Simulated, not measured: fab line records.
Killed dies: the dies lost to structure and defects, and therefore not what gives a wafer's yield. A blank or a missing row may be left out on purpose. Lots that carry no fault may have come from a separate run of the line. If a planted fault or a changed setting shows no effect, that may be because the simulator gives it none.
One fault through the eyes of 2 desks || flow sky130 || numbers are kept per desk, each desk with only its own; the story behind them comes last

TOOL OWNER'S DESK, pvd-sputter-02
The tool's own readings at SKY_METAL3_SPUTTER_04 (material TiN, target thk 70 nm, time 58.3 s): means of the sampled wafers that have a number, for each lot that ran on this tool. Marked OUT: a lot whose mean sits more than 4 standard deviations from the usual mean, which makes it out of limits; the brackets give that distance.
Columns: A = throttle-valve-pct at SKY_METAL3_SPUTTER_04, usual 30.0 %
{"lot": "L896", "first seen here": "day 36 12:49", "A": 28.9}
{"lot": "L898", "first seen here": "day 37 01:22", "A": 29.9}
{"lot": "L899", "first seen here": "day 37 01:38", "A": 29.9}
{"lot": "L912", "first seen here": "day 40 19:04", "A": 30.7}
{"lot": "L915", "first seen here": "day 41 16:46", "A": 29.9}
{"lot": "L916", "first seen here": "day 42 08:34", "A": 28.9}
{"lot": "L917", "first seen here": "day 43 00:35", "A": 30.8}
Result from this desk: across the 7 lots, nothing is out of limits.

AT THE METROLOGY DESK
Lot by lot, what the gauges showed, no matter which tool ran the lot: averages of those sampled wafers that carry a number. Marked OUT: a lot whose mean sits more than 4 standard deviations from the usual mean, which makes it out of limits; the brackets give that distance.
Columns: A = cd-nm at SKY_METAL4_CD_MEAS_13, usual 299.9 nm; B = VIA4_BOW at SKY_VIA4_BOW_MEAS_03, usual 81 um
{"lot": "L896", "first seen here": "day 41 20:22", "A": 302.5, "B": 91}
{"lot": "L898", "first seen here": "day 42 07:19", "A": 299.0, "B": 82}
{"lot": "L899", "first seen here": "day 42 09:02", "A": 300.3, "B": 78}
{"lot": "L897", "first seen here": "day 42 11:26", "A": 301.2, "B": 80}
{"lot": "L909", "first seen here": "day 44 21:25", "A": 300.6, "B": 72}
{"lot": "L911", "first seen here": "day 45 16:08", "A": 299.8, "B": 85}
{"lot": "L912", "first seen here": "day 45 19:20", "A": 301.6, "B": 82}
{"lot": "L913", "first seen here": "day 46 03:40", "A": 301.0, "B": 89}
{"lot": "L915", "first seen here": "day 46 11:43", "A": 299.2, "B": 79}
{"lot": "L916", "first seen here": "day 47 02:11", "A": 300.8, "B": 78}
{"lot": "L917", "first seen here": "day 47 16:29", "A": 297.1, "B": 84}
{"lot": "L919", "first seen here": "day 47 17:08", "A": 302.3, "B": 85}
Result from this desk: across the 12 lots, nothing is out of limits.

PUT TOGETHER
The tool owner's desk saw nothing out of limits.
Metrology desk: nothing out of limits seen.

WHAT THE SIMULATOR HAD INSERTED
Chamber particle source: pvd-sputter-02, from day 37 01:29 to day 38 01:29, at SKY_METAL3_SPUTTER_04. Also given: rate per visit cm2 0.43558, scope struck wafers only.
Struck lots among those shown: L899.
